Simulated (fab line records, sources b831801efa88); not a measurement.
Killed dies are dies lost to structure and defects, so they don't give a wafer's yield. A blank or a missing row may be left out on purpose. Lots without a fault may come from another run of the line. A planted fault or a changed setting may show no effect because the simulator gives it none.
Tool commonality check | flow sky130 | 13 lots, 38 wafers sampled

WHY IT WAS OPENED
At SKY_METAL4_CD_MEAS_13 the reading cd_nm is flagged on 2 of 13 lots. Wafers without a fault read 300.3 nm, standard deviation 1.3.
Rule: a lot is flagged when every wafer of it that has a number lies more than 4 standard deviations from that mean, or none has a number. The other lots count as sound.

lot  | measured     | on        | cd_nm (nm), wafer by wafer | flag
L621 | day 41 21:08 | cd_sem-01 | 301.1 300.1 300.5          |
L625 | day 43 00:47 | cd_sem-01 | 301.4 299.6 300.2          |
L626 | day 43 14:34 | cd_sem-02 | 301.3 301.5 300.9          |
L628 | day 44 08:59 | cd_sem-02 | 298.2 298.5 298.8          |
L633 | day 45 09:28 | cd_sem-01 | 300.1 301.2                |
L634 | day 45 12:05 | cd_sem-01 | 298.5 298.5 298.5          |
L636 | day 46 04:43 | cd_sem-02 | 300.9 301.1 300.4          |
L637 | day 46 09:26 | cd_sem-01 | 300.9 301.5 300.5          |
L640 | day 46 16:38 | cd_sem-01 | 186.1 92.8 245.9           | FLAGGED
L641 | day 46 20:55 | cd_sem-02 | 160.6 120.4 239.6          | FLAGGED
L643 | day 47 13:52 | cd_sem-02 | 299.1 299.7 299.6          |
L644 | day 47 15:56 | cd_sem-01 | 297.9 298.8 299.1          |
L642 | day 47 20:16 | cd_sem-01 | 300.8 301.4 300.8          |
The numbers of the flagged lots are 174.2 nm on average: -126.1 nm against the usual, or -97 standard deviations.

WHICH TOOL RAN EACH LOT
The record holds 2 process steps before the reading, out of a route of 708 steps. In each cell: the tool, then ch and the chambers that the sampled wafers went through, then the start.
lot  | flag    | SKY_METAL3_METAL_ETCH_18          | SKY_METAL4_EXPOSE_10
L621 |         | rie_metal-04 ch 1, day 38 17:55   | krf_scanner-02 ch 0, day 41 10:20
L625 |         | rie_metal-04 ch 0,1, day 39 22:10 | krf_scanner-02 ch 0, day 42 14:16
L626 |         | rie_metal-03 ch 0,1, day 40 10:31 | krf_scanner-01 ch 0, day 43 03:19
L628 |         | rie_metal-02 ch 0,1, day 41 07:39 | krf_scanner-01 ch 0, day 43 21:26
L633 |         | rie_metal-02 ch 0,1, day 42 10:50 | krf_scanner-01 ch 0, day 44 22:04
L634 |         | rie_metal-03 ch 0,1, day 42 12:55 | krf_scanner-02 ch 0, day 45 00:55
L636 |         | rie_metal-04 ch 0, day 43 07:43   | krf_scanner-01 ch 0, day 45 17:52
L637 |         | rie_metal-04 ch 0, day 43 12:17   | krf_scanner-01 ch 0, day 45 22:31
L640 | FLAGGED | rie_metal-02 ch 0,1, day 43 21:08 | krf_scanner-01 ch 0, day 46 07:32
L641 | FLAGGED | rie_metal-03 ch 0,1, day 44 03:22 | krf_scanner-01 ch 0, day 46 12:38
L643 |         | rie_metal-04 ch 0,1, day 44 19:25 | krf_scanner-02 ch 0, day 47 04:53
L644 |         | rie_metal-04 ch 1, day 44 23:09   | krf_scanner-02 ch 0, day 47 07:07
L642 |         | rie_metal-03 ch 0, day 45 04:44   | krf_scanner-02 ch 0, day 47 10:49
What these steps do:
- SKY_METAL3_METAL_ETCH_18: etches the open film in Cl2/BCl3, stops on SiO2, target depth 845 nm, time 183.1 s.
- SKY_METAL4_EXPOSE_10: exposes mask MM4, target cd 300 nm.
- SKY_METAL4_CD_MEAS_13: target cd 300 nm.

FLAGGED OVER TOTAL, TOOL BY TOOL (the gauges that took the reading come last)
step                     | tool           | lots run | flagged | share of the flagged lots | sound lots run after its first flagged lot
SKY_METAL3_METAL_ETCH_18 | rie_metal-02   | 3        | 1       | some                      | 0
SKY_METAL3_METAL_ETCH_18 | rie_metal-03   | 4        | 1       | some                      | 1 (L642)
SKY_METAL3_METAL_ETCH_18 | rie_metal-04   | 6        | 0       | none                      | -
SKY_METAL4_EXPOSE_10     | krf_scanner-01 | 7        | 2       | all                       | 0
SKY_METAL4_EXPOSE_10     | krf_scanner-02 | 6        | 0       | none                      | -
SKY_METAL4_CD_MEAS_13    | cd_sem-01      | 8        | 1       | some                      | 2 (L644,L642)
SKY_METAL4_CD_MEAS_13    | cd_sem-02      | 5        | 1       | some                      | 1 (L643)

WHAT THE TABLE ALLOWS
1 row of the table ran every flagged lot: krf_scanner-01 at SKY_METAL4_EXPOSE_10.
- krf_scanner-01 at SKY_METAL4_EXPOSE_10: 2 of its 7 lots flagged. Its last sound lot is L637 (day 45 22:31), its first flagged lot L640 (day 46 07:32): a fault that began between those two fits.
One tool is left: krf_scanner-01 at SKY_METAL4_EXPOSE_10.

WHAT THE SIMULATOR HAD PUT IN
Process parameter drift: krf_scanner-01, from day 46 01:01 on, at SKY_METAL4_EXPOSE_10. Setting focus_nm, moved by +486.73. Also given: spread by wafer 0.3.
Lots struck among those shown: L640, L641. The rule above found the same.
